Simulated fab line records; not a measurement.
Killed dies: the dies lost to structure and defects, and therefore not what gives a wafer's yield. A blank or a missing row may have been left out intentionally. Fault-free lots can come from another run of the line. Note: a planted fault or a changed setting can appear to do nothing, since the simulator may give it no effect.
A struck lot beside a sound one | flow sky130 | 21 steps out of a route of 708
Sound: wafers L929.3, L929.4, L929.5. Wafers L943.4, L943.5, L943.6 were the ones struck. At the end, the cause is stated.
At each step with rows: each side's tool, then ch and its chambers, then its first start. Under that, the readings that differ: sound wafers | struck wafers | difference of the means | sigmas: that difference in standard deviations of wafers without a fault.
alike: words and numbers the same on both sides, and readings whose means are apart by under 2 such deviations; not compared: readings that were withheld, readings missing a value for some wafer, numbers with overlapping values and no deviation given by the record, and bounds like >300 which may hide the same value.
A row with sigmas, a row that says differs or no value, or rows on one side alone: a step with any of these is where the two part. Numbers that have no deviation but don't overlap get no sigmas and don't part them. A reading missing from all wafers of one side parts the sides only when that side holds two or more wafers.

first, 6 steps without rows for these wafers: SKY_LDD_N_IMPLANT_10; SKY_LDD_N_IMPLANT_11; SKY_LDD_N_IMPLANT_12; SKY_LDD_N_IMPLANT_13; SKY_LDD_N_IMPLANT_14; SKY_LDD_N_IMPLANT_15.
SKY_LDD_N_STRIP_16: strips in O2/N2.
  sound on plasma-asher-01 ch 0,1, day 18 08:28; struck on plasma-asher-03 ch 0,1, day 23 14:55
  alike: drypump-motor-current-A, oes-product-au, strip-time-to-endpoint-s
  not compared: rf-hours-counter-h
SKY_LDD_N_TW_MEAS_17:
  sound on film-metro-01, day 18 08:34; struck on film-metro-03, day 23 15:01
  alike: LDD_N_TW
then, 4 steps without rows for these wafers: SKY_LDD_P_DEHYDRATE_00 (time 60 s); SKY_LDD_P_HMDS_01 (prime time 60 s); SKY_LDD_P_COAT_02 (resist thk 1140 nm); SKY_LDD_P_SOFTBAKE_03 (time 60 s).
SKY_LDD_P_EXPOSE_04: exposes mask PSDM, target cd 380 nm.
  sound on iline-stepper-02 ch 0, day 18 23:22; struck on iline-stepper-01 ch 0, day 24 06:13
  reading | sound                | struck            | difference | sigmas
  mask    | PSDM#0 PSDM#0 PSDM#0 | NTM#0 NTM#0 NTM#0 | differs    |
  alike: stage-vel-mm-s
then, 2 steps without rows for these wafers: SKY_LDD_P_PEB_05; SKY_LDD_P_DEVELOP_06 (develop time 60 s).
SKY_LDD_P_CD_MEAS_07 targets a cd of 380 nm.
  sound on cd-sem-02, day 19 14:30; struck on cd-sem-02, day 24 20:25
  reading    | sound             | struck | difference                    | sigmas
  cd-nm (nm) | 385.1 385.6 384.2 | - - -  | no value on the struck wafers |
SKY_LDD_P_OVL_MEAS_08:
  sound on overlay-02, day 19 14:35; struck on overlay-01, day 24 20:30
  reading        | sound          | struck | difference                    | sigmas
  LDD_P_OVL (nm) | -2.0 -1.9 -0.7 | - - -  | no value on the struck wafers |
following that, these wafers have no rows for 1 step: SKY_LDD_P_IMPLANT_09.
SKY_LDD_P_STRIP_10: strips in O2/N2.
  sound on plasma-asher-04 ch 0,1, day 19 14:47; struck on plasma-asher-01 ch 0,1, day 24 20:42
  alike: drypump-motor-current-A, oes-product-au, strip-time-to-endpoint-s
  not compared: rf-hours-counter-h
SKY_LDD_P_TW_MEAS_11:
  sound on film-metro-01, day 19 14:53; struck on film-metro-02, day 24 21:07
  reading  | sound       | struck   | difference | sigmas
  LDD_P_TW | 641 640 641 | 30 30 30 | -611       | -99 or more
  not compared: hold
SKY_PAD_OPEN_PROBE_99:
  rows exist in the record for the sound wafers here (prober-02, day 46 03:38), none for the struck ones

## WHERE THEY PART
At SKY_LDD_P_EXPOSE_04 first; at SKY_PAD_OPEN_PROBE_99 last (within this record only).

WHY: what the simulator had put in
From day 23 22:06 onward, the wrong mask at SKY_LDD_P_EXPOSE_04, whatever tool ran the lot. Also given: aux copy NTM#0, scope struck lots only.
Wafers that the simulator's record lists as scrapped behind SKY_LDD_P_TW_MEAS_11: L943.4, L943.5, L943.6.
